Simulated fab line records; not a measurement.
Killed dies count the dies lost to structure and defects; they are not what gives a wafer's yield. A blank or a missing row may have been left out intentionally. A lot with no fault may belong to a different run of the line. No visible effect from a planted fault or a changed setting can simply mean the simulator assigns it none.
A lot that was struck, set against a sound lot	flow gf180mcu	23 steps out of a route of 602
Sound: the wafers L692.2, L692.3, L692.4. The struck wafers were L695.1, L695.2, L695.3. At the end, the cause is stated.
Order at every step that has rows: each side's tool, ch and its chambers, its first start. Under that, the readings that differ: sound wafers	struck wafers	difference of the means	sigmas: that difference in standard deviations of wafers without a fault.
alike: readings whose means differ by less than 2 such deviations, and words and numbers that are the same on both sides. not compared: withheld readings, readings that some wafer has no value for, bounds like >300 that may hide the same value, and numbers for which the record gives no deviation and whose values overlap.
Wherever a step has rows on one side only, a row that says differs or no value, or a row with sigmas, the two part there. When numbers do not overlap yet have no deviation, they are printed without sigmas and do not part them. Lack of a reading on every wafer of one side parts them only where that side has two or more wafers.

first, 4 steps without rows for these wafers: GF_NSD_SOFTBAKE_03 (time 60 s); GF_NSD_EXPOSE_04 (exposes mask Nplus, target cd 400 nm); GF_NSD_PEB_05; GF_NSD_DEVELOP_06 (develop time 60 s).
GF_NSD_CD_MEAS_07: target cd 400 nm.
  sound on cd sem-01 at day 16 12:05; struck on cd sem-01 at day 17 15:48
  alike: cd nm
GF_NSD_OVL_MEAS_08:
  sound on overlay-01 at day 16 12:12; struck on overlay-02 at day 17 15:55
  alike: NSD_OVL
then, 2 steps without rows for these wafers: GF_NSD_IMPLANT_09; GF_NSD_IMPLANT_10.
GF_NSD_STRIP_11: strips in O2/N2.
  sound on plasma asher-04 ch 0,1, day 16 12:32; struck on plasma asher-03 ch 0,1, day 17 16:16
  alike: drypump motor current A, heater power w, oes product au, strip time to endpoint s
  not compared: rf hours counter h
GF_NSD_TW_MEAS_12:
  sound on film metro-04 at day 16 12:38; struck on film metro-04 at day 17 16:22
  alike: NSD_TW
then, 2 steps without rows for these wafers: GF_PSD_DEHYDRATE_00 (time 60 s); GF_PSD_HMDS_01 (prime time 60 s).
GF_PSD_COAT_02: resist thk 1000 nm.
  sound on litho track-03 ch 0, day 16 23:38; struck on litho track-03 ch 0, day 18 03:57
reading	sound	struck	difference	sigmas
spin speed rpm (rpm)	2997.6 2999.8 2999.9	3551.2 3549.8 3550.1	+551.3	+99 or more
model.NOVOLAK_of_PSD_COAT_02.thk nm (nm)	1003 1003 1001	920.4 920.6 920.3	-81.9	
  alike: dispense pressure kPa
then, 3 steps without rows for these wafers: GF_PSD_SOFTBAKE_03 (time 60 s); GF_PSD_EXPOSE_04 (exposes mask Pplus, target cd 400 nm); GF_PSD_PEB_05.
GF_PSD_DEVELOP_06: develop time 60 s.
  sound on litho track-02 ch 0, day 17 10:47; struck on litho track-02 ch 0, day 18 15:18
reading	sound	struck	difference	sigmas
model.NOVOLAK_of_PSD_COAT_02.thk nm (nm)	1003 1002 1000	920 920.2 919.9	-82	
GF_PSD_CD_MEAS_07: target cd 400 nm.
  sound on cd sem-02 at day 17 10:55; struck on cd sem-01 at day 18 15:29
  alike: cd nm
GF_PSD_OVL_MEAS_08:
  sound on overlay-01 at day 17 11:02; struck on overlay-01 at day 18 15:37
  alike: PSD_OVL
following that, these wafers have no rows for 1 step: GF_PSD_IMPLANT_09.
GF_PSD_STRIP_10: strips in O2/N2.
  sound on plasma asher-03 ch 0,1, day 17 11:13; struck on plasma asher-01 ch 0,1, day 18 15:48
reading	sound	struck	difference	sigmas
strip time to endpoint s (s)	16.57 16.59 16.54	15.63 15.63 15.62	-0.94	-28
  alike: drypump motor current A, heater power w, oes product au
  not compared: rf hours counter h
GF_PSD_TW_MEAS_11:
  sound on film metro-04 at day 17 11:19; struck on film metro-01 at day 18 15:54
  alike: PSD_TW
GF_PASSIVATION_PROBE_99:
  rows exist in the record for the sound wafers here (prober-01, day 31 18:23), none for the struck ones

## WHERE THEY PART
Earliest at GF_PSD_COAT_02; latest, in this record, at GF_PASSIVATION_PROBE_99.

WHY: what had been put in by the simulator
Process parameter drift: litho track-03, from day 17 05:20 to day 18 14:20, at GF_PSD_COAT_02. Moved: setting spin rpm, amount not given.
